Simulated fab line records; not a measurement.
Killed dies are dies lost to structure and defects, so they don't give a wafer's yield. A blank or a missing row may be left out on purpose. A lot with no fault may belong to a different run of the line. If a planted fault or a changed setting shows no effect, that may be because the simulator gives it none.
fab line records ; flow sky130 ; part 1 of 2: steps 1 to 42 of 43
record lots=6; wafers=18; last_day=50
route steps=708 shown CONTACT@421 METAL1@434 VIA1@458 PAD_OPEN@708
lots untouched by any fault: they come from a run of this same line in which no faults occurred
start_h: hours from the record's first day to the start of the lot's first wafer shown ; wait_h: hours since the lot's step before ; " unchanged from the row above ; L1.1+2: a single row standing in for several wafers ; - no value, or no start given ; * or withheld: withheld ; < > ~ a bound
route shown NAME@n: names a module that has steps shown in the file, with the first one's number in the route ; usual: average and standard deviation across the fault-free wafers ; same: alike in all rows ; chamber/n: place in a boat ; sites: each site's reading ; _std_site: the values' standard deviation ; _edge_site: the outer-site mean with the inner-site mean subtracted ; radius_mm: how far each site lies from the wafer's centre ; mask NAME#n: copy n ; behind: the last tool/chamber to shape the wafer ; hold: why the lot was held/for how many hours/how that ended ; device: the transistor (n, p or np) that didn't switch ; end of line: tests of these same wafers at the route's end ; for a step that has no rows: nothing shown but its recipe ; killed: not the wafer's yield, but the dies lost to structure and defects at the first sort ; map: per-die view of a wafer (x killed, . not killed, _ where there is no die)
set.NAME: the setting the step ran with; set.NAME@STEP: the setting that earlier step ran with ; model.NAME: the simulator's own value behind a step, which no gauge read
lots at selected steps of the route; one table per step, one row per wafer
services: from which hour (start_h, from the record's first day; less than 0 if before it) a tool's chamber was out of use, for how many hours, and why
## steps
# step SKY_CONTACT_OVL_MEAS_15
# usual CONTACT_OVL=0/6.8
lot.wafer;tool;chamber;start_h;wait_h;CONTACT_OVL[nm]
L223.1;overlay-02;-;779.23;0.1;4
L223.3;overlay-02;-;779.23;0.1;4
L223.5;overlay-02;-;779.23;0.1;8
L224.1;overlay-02;-;786.04;0.1;-8
L224.2;overlay-02;-;786.04;0.1;0
L224.5;overlay-02;-;786.04;0.1;-3
L227.3;overlay-02;-;815.89;0.1;-2
L227.5;overlay-02;-;815.89;0.1;-4
L227.6;overlay-02;-;815.89;0.1;-3
L235.2;overlay-02;-;864.29;0.1;-3
L235.5;overlay-02;-;864.29;0.1;1
L235.6;overlay-02;-;864.29;0.1;-4
L236.1;overlay-02;-;879.79;0.1;0
L236.3;overlay-02;-;879.79;0.1;-1
L236.6;overlay-02;-;879.79;0.1;-7
L238.1;overlay-01;-;895.49;0.1;-6
L238.2;overlay-01;-;895.49;0.1;1
L238.3;overlay-01;-;895.49;0.1;-4
# step SKY_CONTACT_ETCH_16
# recipe chemistry=N2/H2; target=BARC; ion_energy_ev=200; source_w=500; bias_w=100; pressure_mtorr=30; n2_flow_sccm=100; h2_flow_sccm=200; stop_on=SiO2; time_s=45.9; target_depth_a=600
# step SKY_CONTACT_ETCH_17
# recipe target=SiO2; chemistry=C4F8/O2/Ar; stop_on=Si3N4; mask_material=KrF-thick; source_w=1500; bias_w=1200; pressure_mtorr=40; c4f8_flow_sccm=withheld; O2_flow_sccm=6; Ar_flow_sccm=300; time_s=withheld; target_depth_a=3400
# step SKY_CONTACT_ETCH_18
# recipe target=Si3N4; chemistry=CHF3/O2; stop_on=TiN; source_w=600; bias_w=200; pressure_mtorr=40; chf3_flow_sccm=50; O2_flow_sccm=5; time_s=39; target_depth_a=750
# usual drypump_motor_current_A=5.5/0.49; oes_product_au=0.854/0.0077; throttle_valve_pct=8.793/0.0084
lot.wafer;tool;chamber;start_h;wait_h;drypump_motor_current_A;oes_product_au;rf_hours_counter_h;throttle_valve_pct
L223.1;rie_diel-01;0;-;-;5.9;0.852;16;8.803
L223.3;rie_diel-01;2;-;-;5.8;0.855;4;8.788
L223.5;rie_diel-01;3;-;-;5.7;0.862;-;8.792
L224.1;rie_diel-01;2;-;-;5.8;0.851;5;8.804
L224.2;rie_diel-01;0;-;-;5.9;0.846;17;8.780
L224.5;rie_diel-01;2;-;-;5.8;0.846;-;8.793
L227.3;rie_diel-04;0;-;-;5.5;0.849;4;8.790
L227.5;rie_diel-04;2;-;-;5.6;0.863;-;8.790
L227.6;rie_diel-04;1;-;-;5.0;0.850;-;8.801
L235.2;rie_diel-04;0;-;-;5.4;0.847;6;8.802
L235.5;rie_diel-04;0;-;-;5.4;0.848;-;8.792
L235.6;rie_diel-04;3;-;-;4.8;0.856;-;8.789
L236.1;rie_diel-01;1;-;-;4.9;0.849;3;8.780
L236.3;rie_diel-01;0;-;-;5.9;0.857;19;8.802
L236.6;rie_diel-01;3;-;-;5.7;0.869;-;8.800
L238.1;rie_diel-01;3;-;-;5.7;0.843;15;8.811
L238.2;rie_diel-01;2;-;-;5.8;0.838;9;8.798
L238.3;rie_diel-01;0;-;-;5.9;0.852;20;8.798
# step SKY_CONTACT_STRIP_19
# recipe chemistry=O2/N2; power_w=1400; pressure_mtorr=1500; platen_temp_c=withheld; o2_flow_sccm=3000; n2_flow_sccm=300; overash_fraction=0.5
# usual drypump_motor_current_A=5.56/0.29; oes_product_au=0.381/0.0046; strip_time_to_endpoint_s=3.61/0.033
lot.wafer;tool;chamber;start_h;wait_h;drypump_motor_current_A;oes_product_au;rf_hours_counter_h;strip_time_to_endpoint_s
L223.1;plasma_asher-02;0;779.40;-;5.61;0.382;3;3.62
L223.3;plasma_asher-02;0;779.40;-;5.65;0.383;-;3.54
L223.5;plasma_asher-02;1;779.40;-;5.53;0.380;-;3.60
L224.1;plasma_asher-01;0;786.21;-;6.08;0.378;94;3.57
L224.2;plasma_asher-01;1;786.21;-;5.60;0.375;94;3.63
L224.5;plasma_asher-01;1;786.21;-;5.58;0.382;-;3.57
L227.3;plasma_asher-03;0;816.08;-;5.43;0.386;-;3.63
L227.5;plasma_asher-03;1;816.08;-;5.14;0.384;-;3.60
L227.6;plasma_asher-03;0;816.08;-;5.42;0.376;-;3.59
L235.2;plasma_asher-01;0;864.45;-;6.10;0.379;102;3.63
L235.5;plasma_asher-01;0;864.45;-;6.10;0.371;-;3.62
L235.6;plasma_asher-01;1;864.45;-;5.63;0.385;-;3.65
L236.1;plasma_asher-01;0;879.96;-;6.09;0.383;103;3.58
L236.3;plasma_asher-01;0;879.96;-;6.09;0.374;-;3.57
L236.6;plasma_asher-01;1;879.96;-;5.59;0.382;-;3.59
L238.1;plasma_asher-03;0;895.66;-;5.44;0.386;77;3.63
L238.2;plasma_asher-03;1;895.66;-;5.14;0.378;77;3.57
L238.3;plasma_asher-03;1;895.66;-;5.15;0.382;-;3.60
# step SKY_CONTACT_STRIP_20
# recipe chemistry=post_etch_residue_remover; time_s=1200; temp_c=72.5
# step SKY_CONTACT_CLEAN_21
# recipe chemistry=IPA; time_s=180; temp_c=25
# step SKY_CONTACT_CLEAN_22
# recipe chemistry=O3/DIW; dry=n2_spin
# step SKY_CONTACT_SPUTTER_23
# recipe material=TiN; target_thk_nm=20; chamber_pressure_pa=5.087; power_w=4000; time_s=80
# step SKY_CONTACT_CVD_24
# recipe material=W; target_thk_nm=340; time_s=102.12; temp_c=400; pressure_torr=40
# step SKY_CONTACT_RS_MEAS_25
# recipe thk_meas_gauge=four-point-probe; reads=W_of_CONTACT_CVD_24+TiN_of_CONTACT_SPUTTER_23
# usual CONTACT_W_RS=0.3393/0.0028
lot.wafer;tool;chamber;start_h;wait_h;CONTACT_W_RS[ohm/sq]
L223.1;film_metro-02;-;780.16;0.1;0.3424
L223.3;film_metro-02;-;780.16;0.1;0.3384
L223.5;film_metro-02;-;780.16;0.1;0.3438
L224.1;film_metro-02;-;786.97;0.1;0.3363
L224.2;film_metro-02;-;786.97;0.1;0.3455
L224.5;film_metro-02;-;786.97;0.1;0.3435
L227.3;film_metro-02;-;816.89;0.1;0.3401
L227.5;film_metro-02;-;816.89;0.1;0.3426
L227.6;film_metro-02;-;816.89;0.1;0.3401
L235.2;film_metro-01;-;865.23;0.1;0.3368
L235.5;film_metro-01;-;865.23;0.1;0.3356
L235.6;film_metro-01;-;865.23;0.1;0.3387
L236.1;film_metro-04;-;880.74;0.1;0.3379
L236.3;film_metro-04;-;880.74;0.1;0.3362
L236.6;film_metro-04;-;880.74;0.1;0.3365
L238.1;film_metro-02;-;896.51;0.1;0.3358
L238.2;film_metro-02;-;896.51;0.1;0.3397
L238.3;film_metro-02;-;896.51;0.1;0.3415
# step SKY_CONTACT_THK_MEAS_26
# recipe thk_meas_gauge=xrf; reads=W_of_CONTACT_CVD_24
# usual CONTACT_W_THK=319/3.6
lot.wafer;tool;chamber;start_h;wait_h;CONTACT_W_THK[nm]
L223.1;film_metro-02;-;780.28;0.1;317
L223.3;film_metro-02;-;780.28;0.1;320
L223.5;film_metro-02;-;780.28;0.1;315
L224.1;film_metro-02;-;787.09;0.1;323
L224.2;film_metro-02;-;787.09;0.1;312
L224.5;film_metro-02;-;787.09;0.1;315
L227.3;film_metro-02;-;816.99;0.1;315
L227.5;film_metro-02;-;816.99;0.1;315
L227.6;film_metro-02;-;816.99;0.1;318
L235.2;film_metro-01;-;865.34;0.1;315
L235.5;film_metro-01;-;865.34;0.1;319
L235.6;film_metro-01;-;865.34;0.1;314
L236.1;film_metro-04;-;880.86;0.1;325
L236.3;film_metro-04;-;880.86;0.1;325
L236.6;film_metro-04;-;880.86;0.1;325
L238.1;film_metro-02;-;896.63;0.1;321
L238.2;film_metro-02;-;896.63;0.1;320
L238.3;film_metro-02;-;896.63;0.1;319
# step SKY_CONTACT_CMP_27
# recipe stop_on=SiO2; t_overpolish_s=15; down_force_psi=3.5; platen_rpm=60; target_thk_nm=0; pad_velocity_m_s=0.94248
# usual motor_current_A=11.2/0.89; overpolish_run_s=15.000/0.0092; time_to_endpoint_s=81/3.8
lot.wafer;tool;chamber;start_h;wait_h;motor_current_A;overpolish_run_s;time_to_endpoint_s
L223.3;cmp-02;2;780.39;0.1;11.4;15.004;82
L223.1;cmp-02;0;780.39;0.1;10.3;15.001;80
L223.5;cmp-02;2;780.39;0.1;12.0;15.000;81
L224.1;cmp-02;1;787.25;0.1;12.6;15.012;81
L224.2;cmp-02;2;787.25;0.1;11.8;14.985;80
L224.5;cmp-02;3;787.25;0.1;10.8;15.007;77
L227.3;cmp-01;2;817.03;0.0;9.7;14.986;81
L227.5;cmp-01;2;817.03;0.0;9.1;15.010;84
L227.6;cmp-01;3;817.03;0.0;11.7;15.000;85
L235.2;cmp-02;2;865.54;0.2;11.6;15.014;79
L235.5;cmp-02;3;865.54;0.2;10.7;15.002;76
L235.6;cmp-02;0;865.54;0.2;10.5;14.994;77
L236.1;cmp-02;2;880.92;0.1;11.1;14.999;84
L236.3;cmp-02;3;880.92;0.1;10.8;14.990;82
L236.6;cmp-02;3;880.92;0.1;10.7;15.007;87
L238.2;cmp-01;2;896.69;0.0;9.2;14.995;84
L238.1;cmp-01;3;896.69;0.0;11.6;14.991;85
L238.3;cmp-01;0;896.69;0.0;10.6;15.000;84
# step SKY_METAL1_SPUTTER_00
# recipe material=Ti; target_thk_nm=15; power_w=3000; time_s=10; chamber_pressure_pa=0.4
# step SKY_METAL1_SPUTTER_01
# recipe material=TiN; target_thk_nm=20; power_w=6500; time_s=16.7; chamber_pressure_pa=0.4
# step SKY_METAL1_SPUTTER_02
# recipe material=AlCu; target_thk_nm=250; power_w=10600; time_s=13.3; chamber_pressure_pa=0.4
# usual throttle_valve_pct=29.9/1
lot.wafer;tool;chamber;start_h;wait_h;throttle_valve_pct
L223.1;pvd_sputter-04;-;780.69;0.0;31.1
L223.3;pvd_sputter-04;-;780.69;0.0;28.1
L223.5;pvd_sputter-04;-;780.69;0.0;29.5
L224.1;pvd_sputter-01;-;787.50;0.0;30.8
L224.2;pvd_sputter-01;-;787.50;0.0;29.4
L224.5;pvd_sputter-01;-;787.50;0.0;30.7
L227.3;pvd_sputter-02;-;817.37;0.0;29.3
L227.5;pvd_sputter-02;-;817.37;0.0;28.3
L227.6;pvd_sputter-02;-;817.37;0.0;30.2
L235.2;pvd_sputter-02;-;865.74;0.0;29.3
L235.5;pvd_sputter-02;-;865.74;0.0;29.4
L235.6;pvd_sputter-02;-;865.74;0.0;28.3
L236.1;pvd_sputter-04;-;881.27;0.0;29.9
L236.3;pvd_sputter-04;-;881.27;0.0;28.2
L236.6;pvd_sputter-04;-;881.27;0.0;30.9
L238.1;pvd_sputter-04;-;897.04;0.0;29.8
L238.2;pvd_sputter-04;-;897.04;0.0;30.2
L238.3;pvd_sputter-04;-;897.04;0.0;28.1
# step SKY_METAL1_SPUTTER_03
# recipe material=Ti; target_thk_nm=5; power_w=3000; time_s=3.3; chamber_pressure_pa=0.4
# step SKY_METAL1_SPUTTER_04
# recipe material=TiN; target_thk_nm=70; power_w=6500; time_s=58.3; chamber_pressure_pa=0.4
# step SKY_METAL1_RS_MEAS_05
# recipe thk_meas_gauge=four-point-probe; reads=TiN_of_METAL1_SPUTTER_04+Ti_of_METAL1_SPUTTER_03+AlCu_of_METAL1_SPUTTER_02+TiN_of_METAL1_SPUTTER_01+Ti_of_METAL1_SPUTTER_00
# usual METAL1_ALCU_RS=0.1271/0.0015
lot.wafer;tool;chamber;start_h;wait_h;METAL1_ALCU_RS[ohm/sq]
L223.1;film_metro-03;-;780.78;0.0;0.1279
L223.3;film_metro-03;-;780.78;0.0;0.1291
L223.5;film_metro-03;-;780.78;0.0;0.1282
L224.1;film_metro-02;-;787.59;0.0;0.1249
L224.2;film_metro-02;-;787.59;0.0;0.1252
L224.5;film_metro-02;-;787.59;0.0;0.1243
L227.3;film_metro-03;-;817.50;0.1;0.1268
L227.5;film_metro-03;-;817.50;0.1;0.1267
L227.6;film_metro-03;-;817.50;0.1;0.1262
L235.2;film_metro-02;-;865.85;0.0;0.1286
L235.5;film_metro-02;-;865.85;0.0;0.1277
L235.6;film_metro-02;-;865.85;0.0;0.1299
L236.1;film_metro-04;-;881.36;0.0;0.1283
L236.3;film_metro-04;-;881.36;0.0;0.1286
L236.6;film_metro-04;-;881.36;0.0;0.1309
L238.1;film_metro-02;-;897.13;0.0;0.1256
L238.2;film_metro-02;-;897.13;0.0;0.1250
L238.3;film_metro-02;-;897.13;0.0;0.1257
# step SKY_METAL1_THK_MEAS_06
# recipe thk_meas_gauge=xrf; reads=AlCu_of_METAL1_SPUTTER_02
# usual METAL1_ALCU_THK=252/3.8
lot.wafer;tool;chamber;start_h;wait_h;METAL1_ALCU_THK[nm]
L223.1;film_metro-03;-;780.90;0.1;248
L223.3;film_metro-03;-;780.90;0.1;246
L223.5;film_metro-03;-;780.90;0.1;248
L224.1;film_metro-02;-;787.71;0.1;260
L224.2;film_metro-02;-;787.71;0.1;259
L224.5;film_metro-02;-;787.71;0.1;258
L227.3;film_metro-03;-;817.60;0.1;249
L227.5;film_metro-03;-;817.60;0.1;252
L227.6;film_metro-03;-;817.60;0.1;249
L235.2;film_metro-02;-;865.96;0.1;251
L235.5;film_metro-02;-;865.96;0.1;253
L235.6;film_metro-02;-;865.96;0.1;249
L236.1;film_metro-04;-;881.48;0.1;249
L236.3;film_metro-04;-;881.48;0.1;249
L236.6;film_metro-04;-;881.48;0.1;245
L238.1;film_metro-02;-;897.25;0.1;257
L238.2;film_metro-02;-;897.25;0.1;257
L238.3;film_metro-02;-;897.25;0.1;256
# step SKY_METAL1_DEHYDRATE_07
# recipe temp_c=200; time_s=60
# step SKY_METAL1_HMDS_08
# recipe prime_time_s=60; prime_temp_c=120
# step SKY_METAL1_COAT_09
# recipe resist=BARC; temp_c=withheld; time_s=withheld; spin_rpm=3000; resist_thk_nm=60
# step SKY_METAL1_COAT_10
# recipe resist=KrF-thick; spin_rpm=3000; resist_thk_nm=450
# step SKY_METAL1_SOFTBAKE_11
# recipe temp_c=100; time_s=90; resist=KrF-thick
# step SKY_METAL1_EXPOSE_12
# recipe mask_id=MM1; na=0.8; source_shape=annular; sigma_inner=0.55; sigma_outer=0.85; target_cd_nm=140; dose_mj=28
# step SKY_METAL1_PEB_13
# recipe peb_temp_c=withheld; peb_time_s=withheld; resist=KrF-thick
# step SKY_METAL1_DEVELOP_14
# recipe develop_time_s=60; resist=KrF-thick; dev_temp_c=21
# step SKY_METAL1_CD_MEAS_15
# recipe target_cd_nm=140
# usual cd_nm=139.9/1.4
lot.wafer;tool;chamber;start_h;wait_h;cd_nm
L223.1;cd_sem-01;-;806.52;-;141.1
L223.3;cd_sem-01;-;806.52;-;139.0
L223.5;cd_sem-01;-;806.52;-;141.5
L224.1;cd_sem-02;-;814.51;-;140.9
L224.2;cd_sem-02;-;814.51;-;139.7
L224.5;cd_sem-02;-;814.51;-;138.9
L227.3;cd_sem-01;-;844.00;-;139.2
L227.5;cd_sem-01;-;844.00;-;139.7
L227.6;cd_sem-01;-;844.00;-;139.2
L235.2;cd_sem-01;-;891.99;-;137.9
L235.5;cd_sem-01;-;891.99;-;138.1
L235.6;cd_sem-01;-;891.99;-;135.6
L236.1;cd_sem-02;-;907.25;-;141.4
L236.3;cd_sem-02;-;907.25;-;141.2
L236.6;cd_sem-02;-;907.25;-;141.9
L238.1;cd_sem-01;-;922.13;-;139.1
L238.2;cd_sem-01;-;922.13;-;139.6
L238.3;cd_sem-01;-;922.13;-;140.3
# step SKY_METAL1_OVL_MEAS_16
# usual METAL1_OVL=1/7
lot.wafer;tool;chamber;start_h;wait_h;METAL1_OVL[nm]
L223.1;overlay-02;-;806.64;0.1;6
L223.3;overlay-02;-;806.64;0.1;9
L223.5;overlay-02;-;806.64;0.1;7
L224.1;overlay-01;-;814.63;0.1;-11
L224.2;overlay-01;-;814.63;0.1;-8
L224.5;overlay-01;-;814.63;0.1;-6
L227.3;overlay-02;-;844.10;0.1;-3
L227.5;overlay-02;-;844.10;0.1;-6
L227.6;overlay-02;-;844.10;0.1;-11
L235.2;overlay-02;-;892.10;0.1;10
L235.5;overlay-02;-;892.10;0.1;-5
L235.6;overlay-02;-;892.10;0.1;6
L236.1;overlay-01;-;907.37;0.1;-5
L236.3;overlay-01;-;907.37;0.1;-3
L236.6;overlay-01;-;907.37;0.1;-1
L238.1;overlay-01;-;922.25;0.1;-12
L238.2;overlay-01;-;922.25;0.1;-8
L238.3;overlay-01;-;922.25;0.1;-8
# step SKY_METAL1_DESCUM_17
# recipe chemistry=O2; source_power_w=150; bias_power_w=0; pressure_mtorr=10; temp_c=40; time_s=8
# step SKY_METAL1_ETCH_18
# recipe chemistry=N2/H2; target=BARC; ion_energy_ev=200; bias_w=100; pressure_mtorr=30; n2_flow_sccm=100; h2_flow_sccm=200; icp_w=500; stop_on=SiO2; time_s=45.9; target_depth_a=600
# step SKY_METAL1_METAL_ETCH_19
# recipe target_depth_a=3600; stop_on=SiO2; over_etch_frac=0.3; time_s=81.04; chemistry=Cl2/BCl3; resist_sidewall_deg=88; pressure_mtorr=10; icp_w=900; bias_w=48.5; Cl2_flow_sccm=60; bcl3_flow_sccm=30
# usual drypump_motor_current_A=5.5/0.37; oes_product_au=0.848/0.0054; throttle_valve_pct=22.264/0.0096
lot.wafer;tool;chamber;start_h;wait_h;drypump_motor_current_A;oes_product_au;rf_hours_counter_h;throttle_valve_pct
L223.1;rie_metal-04;1;806.87;0.1;5.7;0.849;5;22.249
L223.3;rie_metal-04;1;806.87;0.1;5.7;0.842;-;22.262
L223.5;rie_metal-04;1;806.87;0.1;5.6;0.846;-;22.260
L224.1;rie_metal-03;0;814.76;0.0;5.7;0.858;10;22.250
L224.2;rie_metal-03;1;814.76;0.0;5.1;0.859;14;22.248
L224.5;rie_metal-03;0;814.76;0.0;5.6;0.856;-;22.268
L227.3;rie_metal-04;1;844.24;0.1;5.7;0.846;-;22.271
L227.5;rie_metal-04;0;844.24;0.1;5.9;0.854;-;22.268
L227.6;rie_metal-04;1;844.24;0.1;5.7;0.847;-;22.253
L235.2;rie_metal-04;1;892.23;0.0;5.6;0.845;9;22.268
L235.5;rie_metal-04;0;892.23;0.0;5.8;0.845;-;22.264
L235.6;rie_metal-04;1;892.23;0.0;5.7;0.844;-;22.271
L236.1;rie_metal-02;1;907.50;0.0;4.8;0.849;3;22.265
L236.3;rie_metal-02;0;907.50;0.0;5.5;0.844;-;22.266
L236.6;rie_metal-02;1;907.50;0.0;4.8;0.841;-;22.265
L238.1;rie_metal-04;1;922.38;0.0;5.7;0.854;10;22.273
L238.2;rie_metal-04;0;922.38;0.0;5.9;0.851;4;22.272
L238.3;rie_metal-04;0;922.38;0.0;5.8;0.846;-;22.248
# step SKY_METAL1_STRIP_20
# recipe chemistry=O2/N2; power_w=1400; pressure_mtorr=1500; platen_temp_c=withheld; o2_flow_sccm=3000; n2_flow_sccm=300; overash_fraction=0.5
# usual drypump_motor_current_A=5.75/0.18; oes_product_au=0.339/0.0056; strip_time_to_endpoint_s=2.59/0.05
lot.wafer;tool;chamber;start_h;wait_h;drypump_motor_current_A;oes_product_au;rf_hours_counter_h;strip_time_to_endpoint_s
L223.1;plasma_asher-04;0;807.05;0.1;5.81;0.339;38;2.65
L223.3;plasma_asher-04;0;807.05;0.1;5.82;0.336;-;2.61
L223.5;plasma_asher-04;1;807.05;0.1;5.79;0.340;-;2.59
L224.1;plasma_asher-01;0;814.85;0.1;6.09;0.341;97;2.60
L224.2;plasma_asher-01;1;814.85;0.1;5.60;0.336;97;2.56
L224.5;plasma_asher-01;0;814.85;0.1;6.09;0.341;-;2.62
L227.3;plasma_asher-04;0;844.34;0.1;5.82;0.327;-;2.57
L227.5;plasma_asher-04;0;844.34;0.1;5.80;0.329;-;2.56
L227.6;plasma_asher-04;1;844.34;0.1;5.80;0.340;-;2.59
L235.2;plasma_asher-04;0;892.32;0.1;5.81;0.338;47;2.65
L235.5;plasma_asher-04;1;892.32;0.1;5.78;0.340;-;2.57
L235.6;plasma_asher-04;0;892.32;0.1;5.79;0.344;-;2.64
L236.1;plasma_asher-02;0;907.59;0.1;5.66;0.341;16;2.59
L236.3;plasma_asher-02;1;907.59;0.1;5.52;0.340;-;2.67
L236.6;plasma_asher-02;1;907.59;0.1;5.54;0.333;-;2.59
L238.1;plasma_asher-01;0;922.47;0.1;6.09;0.333;107;2.57
L238.2;plasma_asher-01;1;922.47;0.1;5.61;0.336;107;2.57
L238.3;plasma_asher-01;1;922.47;0.1;5.62;0.342;-;2.56
# step SKY_METAL1_STRIP_21
# recipe chemistry=post_etch_residue_remover; time_s=1200; temp_c=72.5
# step SKY_METAL1_CLEAN_22
# recipe chemistry=IPA; time_s=180; temp_c=25
# step SKY_METAL1_CLEAN_23
# recipe chemistry=O3/DIW; dry=n2_spin
# step SKY_VIA1_HDPCVD_00
# recipe material=SiO2; target_thk_nm=1030; sigma_open_frac=0.3; time_s=171.7; temp_c=400; sih4_flow_sccm=60; pressure_mtorr=6
# step SKY_VIA1_THK_MEAS_01
# recipe reads=SiO2_of_VIA1_HDPCVD_00
# usual VIA1_HDPCVD_THK=1030/12
lot.wafer;tool;chamber;start_h;wait_h;VIA1_HDPCVD_THK[nm]
L223.1;film_metro-04;-;807.77;0.1;1025
L223.3;film_metro-04;-;807.77;0.1;1031
L223.5;film_metro-04;-;807.77;0.1;1025
L224.1;film_metro-04;-;815.60;0.1;1039
L224.2;film_metro-04;-;815.60;0.1;1021
L224.5;film_metro-04;-;815.60;0.1;1042
L227.3;film_metro-04;-;845.03;0.1;1032
L227.5;film_metro-04;-;845.03;0.1;1029
L227.6;film_metro-04;-;845.03;0.1;1047
L235.2;film_metro-03;-;893.07;0.1;1039
L235.5;film_metro-03;-;893.07;0.1;1045
L235.6;film_metro-03;-;893.07;0.1;1034
L236.1;film_metro-04;-;908.29;0.1;1001
L236.3;film_metro-04;-;908.29;0.1;1026
L236.6;film_metro-04;-;908.29;0.1;1004
L238.1;film_metro-04;-;923.17;0.1;1040
L238.2;film_metro-04;-;923.17;0.1;1028
L238.3;film_metro-04;-;923.17;0.1;1012
# step SKY_VIA1_CMP_02
# recipe material=SiO2; down_force_psi=4; platen_rpm=60; pad_velocity_m_s=0.94248
# step SKY_VIA1_BOW_MEAS_03
# recipe mode=bow
# usual VIA1_BOW=79/7
lot.wafer;tool;chamber;start_h;wait_h;VIA1_BOW[um]
L223.1;film_metro-03;-;808.13;0.2;84
L223.3;film_metro-03;-;808.13;0.2;79
L223.5;film_metro-03;-;808.13;0.2;73
L224.1;film_metro-03;-;815.96;0.1;83
L224.2;film_metro-03;-;815.96;0.1;87
L224.5;film_metro-03;-;815.96;0.1;80
L227.3;film_metro-03;-;845.41;0.3;81
L227.5;film_metro-03;-;845.41;0.3;77
L227.6;film_metro-03;-;845.41;0.3;67
L235.2;film_metro-01;-;893.44;0.2;71
L235.5;film_metro-01;-;893.44;0.2;63
L235.6;film_metro-01;-;893.44;0.2;84
L236.1;film_metro-03;-;908.65;0.2;90
L236.3;film_metro-03;-;908.65;0.2;85
L236.6;film_metro-03;-;908.65;0.2;82
L238.1;film_metro-03;-;923.53;0.2;78
L238.2;film_metro-03;-;923.53;0.2;96
L238.3;film_metro-03;-;923.53;0.2;74
# step SKY_VIA1_DEHYDRATE_04
# recipe temp_c=200; time_s=60
